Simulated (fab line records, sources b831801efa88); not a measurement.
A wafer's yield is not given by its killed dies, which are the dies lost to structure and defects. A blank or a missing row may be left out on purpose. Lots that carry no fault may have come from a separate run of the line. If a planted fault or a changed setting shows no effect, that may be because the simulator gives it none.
Which tool did it? || flow gf180mcu || 33 wafers from 11 lots sampled at 2 of the route's 602 steps

== WHAT EACH GAUGE READ, for each wafer ==
GF_M2_THK_MEAS_06: measures by xrf. Usual: M2_ALCU_THK typically reads 447 nm, with standard deviation 6.8.
{"lot": "L626", "measured": "day 18 08:34", "on": "film_metro-04", "M2_ALCU_THK (nm)": "442 445 442", "flag": ""}
{"lot": "L627", "measured": "day 18 20:44", "on": "film_metro-01", "M2_ALCU_THK (nm)": "443 443 436", "flag": ""}
{"lot": "L628", "measured": "day 18 23:22", "on": "film_metro-01", "M2_ALCU_THK (nm)": "436 433 441", "flag": ""}
{"lot": "L629", "measured": "day 19 11:25", "on": "film_metro-04", "M2_ALCU_THK (nm)": "448 450 459", "flag": ""}
{"lot": "L630", "measured": "day 19 16:13", "on": "film_metro-04", "M2_ALCU_THK (nm)": "448 460 455", "flag": ""}
{"lot": "L631", "measured": "day 20 06:20", "on": "film_metro-01", "M2_ALCU_THK (nm)": "450 449 438", "flag": ""}
{"lot": "L634", "measured": "day 21 09:24", "on": "film_metro-04", "M2_ALCU_THK (nm)": "452 454 445", "flag": ""}
{"lot": "L636", "measured": "day 22 01:23", "on": "film_metro-01", "M2_ALCU_THK (nm)": "445 456 457", "flag": ""}
{"lot": "L644", "measured": "day 24 19:14", "on": "film_metro-02", "M2_ALCU_THK (nm)": "429 443 438", "flag": ""}
{"lot": "L646", "measured": "day 25 05:19", "on": "film_metro-01", "M2_ALCU_THK (nm)": "452 444 445", "flag": ""}
{"lot": "L649", "measured": "day 26 06:50", "on": "film_metro-04", "M2_ALCU_THK (nm)": "438 448 441", "flag": ""}

GF_V2_THK_MEAS_01. Usual: V2_CVD_00_THK typically reads 597 nm, with standard deviation 7.4.
{"lot": "L626", "measured": "day 19 09:30", "on": "film_metro-04", "V2_CVD_00_THK (nm)": "596 596 599", "flag": ""}
{"lot": "L627", "measured": "day 19 22:00", "on": "film_metro-01", "V2_CVD_00_THK (nm)": "589 592 583", "flag": ""}
{"lot": "L628", "measured": "day 20 00:52", "on": "film_metro-04", "V2_CVD_00_THK (nm)": "597 596 592", "flag": ""}
{"lot": "L629", "measured": "day 20 12:29", "on": "film_metro-03", "V2_CVD_00_THK (nm)": "598 596 600", "flag": ""}
{"lot": "L630", "measured": "day 20 17:45", "on": "film_metro-03", "V2_CVD_00_THK (nm)": "586 609 594", "flag": ""}
{"lot": "L631", "measured": "day 21 07:04", "on": "film_metro-04", "V2_CVD_00_THK (nm)": "596 604 598", "flag": ""}
{"lot": "L634", "measured": "day 22 10:04", "on": "film_metro-04", "V2_CVD_00_THK (nm)": "583 591 592", "flag": ""}
{"lot": "L636", "measured": "day 23 01:35", "on": "film_metro-01", "V2_CVD_00_THK (nm)": "610 608 596", "flag": ""}
{"lot": "L644", "measured": "day 25 17:23", "on": "film_metro-04", "V2_CVD_00_THK (nm)": "597 586 601", "flag": ""}
{"lot": "L646", "measured": "day 26 03:14", "on": "film_metro-01", "V2_CVD_00_THK (nm)": "591 605 585", "flag": ""}
{"lot": "L649", "measured": "day 27 03:49", "on": "film_metro-03", "V2_CVD_00_THK (nm)": "596 599 597", "flag": ""}

== WHAT TOOL EACH LOT RAN ON (gives the tool, then ch and the chambers of the sampled wafers, and finally the start) ==
There is no process step in the record ahead of these readings.

== WHAT THE TOOLS THEMSELVES READ (means of the sampled wafers that have a number; where no wafer has one, the mark that the record gives instead) ==
The record holds no such reading with a usual standard deviation.

== THE ANSWER, worked out from the rows above alone ==
Rule: lot off if the mean of its wafers having a number is beyond 3 standard deviations from the usual mean. Also off: a lot with no number at a reading for which 4 or more lots have one. The other lots that the step has rows for count as sound. The gauges are gone through in route order, then the tools' own readings, and for those a lot's mean is taken as printed above. The first step at which some lot is off is used, and at that step the reading that is off furthest; a lot without a number counts as furthest.
No lot is off at any reading shown: from this, nothing can be told.

== WHAT WAS PUT IN BY THE SIMULATOR ==
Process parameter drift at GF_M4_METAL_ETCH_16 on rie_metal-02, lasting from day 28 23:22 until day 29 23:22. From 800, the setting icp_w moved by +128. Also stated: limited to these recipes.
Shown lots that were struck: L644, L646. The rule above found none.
